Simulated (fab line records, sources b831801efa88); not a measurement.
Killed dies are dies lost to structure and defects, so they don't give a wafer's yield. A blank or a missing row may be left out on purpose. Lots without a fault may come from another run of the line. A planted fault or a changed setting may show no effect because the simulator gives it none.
A struck lot beside a sound one | flow sfq_line | 13 steps out of a route of 325
Sound: wafers L306.1, L306.2, L306.5. Struck: wafers L311.2, L311.4, L311.6. The cause comes at the end.
At each step with rows: each side's tool, then ch and its chambers, then its first start. Under that, the readings that differ: sound wafers | struck wafers | difference of the means | sigmas: that difference in standard deviations of wafers without a fault.
alike: readings whose means differ by less than 2 such deviations, and words and numbers that are the same on both sides. not compared: withheld readings, readings that some wafer has no value for, bounds like >300 that may hide the same value, and numbers for which the record gives no deviation and whose values overlap.
The two part at a step that has a row with sigmas, a row that says differs or no value, or rows on one side only. Numbers that don't overlap but have no deviation are shown without sigmas and don't part them. A reading that every wafer of one side lacks parts them only if that side has two wafers or more.

first, 1 step without rows for these wafers: SFQ_TRILAYER_JJ_TRILAYER_DEP_PRE_CLEAN_113 (time 22.5 s).
SFQ_TRILAYER_JJ_TRILAYER_DEP_SPUTTER_109: material Nb, target thk 150 nm, time 100 s.
  sound on pvd_sputter-03, day 62 22:41; struck on pvd_sputter-03, day 63 12:29
  alike: chamber_pressure_pa, throttle_valve_pct
SFQ_TRILAYER_JJ_TRILAYER_DEP_SPUTTER_110: material Al, target thk 8 nm, time 10 s.
  sound on pvd_sputter-03, day 62 22:46; struck on pvd_sputter-03, day 63 12:34
  alike: chamber_pressure_pa, throttle_valve_pct
then, 1 step without rows for these wafers: SFQ_TRILAYER_JJ_TRILAYER_DEP_AL_OXIDATION_111 (oxidation time 600 s).
SFQ_TRILAYER_JJ_TRILAYER_DEP_SPUTTER_112: material Nb, target thk 170 nm, time 113.3 s.
  sound on pvd_sputter-03, day 63 00:52; struck on pvd_sputter-03, day 63 13:35
  alike: chamber_pressure_pa, throttle_valve_pct
SFQ_JJ_RS_MEAS_929: measures by four-point-probe.
  sound on film_metro-04, day 63 00:56; struck on film_metro-04, day 63 13:41
  alike: JJ_NB_RS
then, 5 steps without rows for these wafers: SFQ_TRILAYER_JJ_CE_LITHO_COAT_119 (resist thk 62 nm); SFQ_TRILAYER_JJ_CE_LITHO_COAT_114 (resist thk 600 nm); SFQ_TRILAYER_JJ_CE_LITHO_SOFTBAKE_118; SFQ_TRILAYER_JJ_CE_LITHO_EXPOSE_115 (exposes mask J5, target cd 700 nm); SFQ_TRILAYER_JJ_CE_LITHO_PEB_117 (peb time 60 s).
SFQ_TRILAYER_JJ_CE_LITHO_DEVELOP_116: time 60 s.
  sound on litho_track-02 ch 0, day 63 12:33; struck on litho_track-02, day 64 05:55
  no value came back on the struck wafers for chill_plate_temp_C (C), exhaust_pa (Pa); on the sound wafers chill_plate_temp_C (C) reads 22.98 23.10 22.98
  reading                                                | sound             | struck            | difference | sigmas
  model.KrF_of_TRILAYER_JJ_CE_LITHO_COAT_114.thk_nm (nm) | 572.5 574.7 573.7 | 602.8 603.1 601.8 | +28.9      |
SFQ_JJ_OVL_MEAS_931:
  sound on overlay-02, day 63 12:42; struck on overlay-02, day 64 06:02
  reading     | sound   | struck | difference                    | sigmas
  J5_OVL (nm) | 2 -2 -3 | - - -  | no value on the struck wafers |

WHERE THEY PART
First at SFQ_TRILAYER_JJ_CE_LITHO_DEVELOP_116; last, within this record, at SFQ_JJ_OVL_MEAS_931.

WHY: what the simulator had put in
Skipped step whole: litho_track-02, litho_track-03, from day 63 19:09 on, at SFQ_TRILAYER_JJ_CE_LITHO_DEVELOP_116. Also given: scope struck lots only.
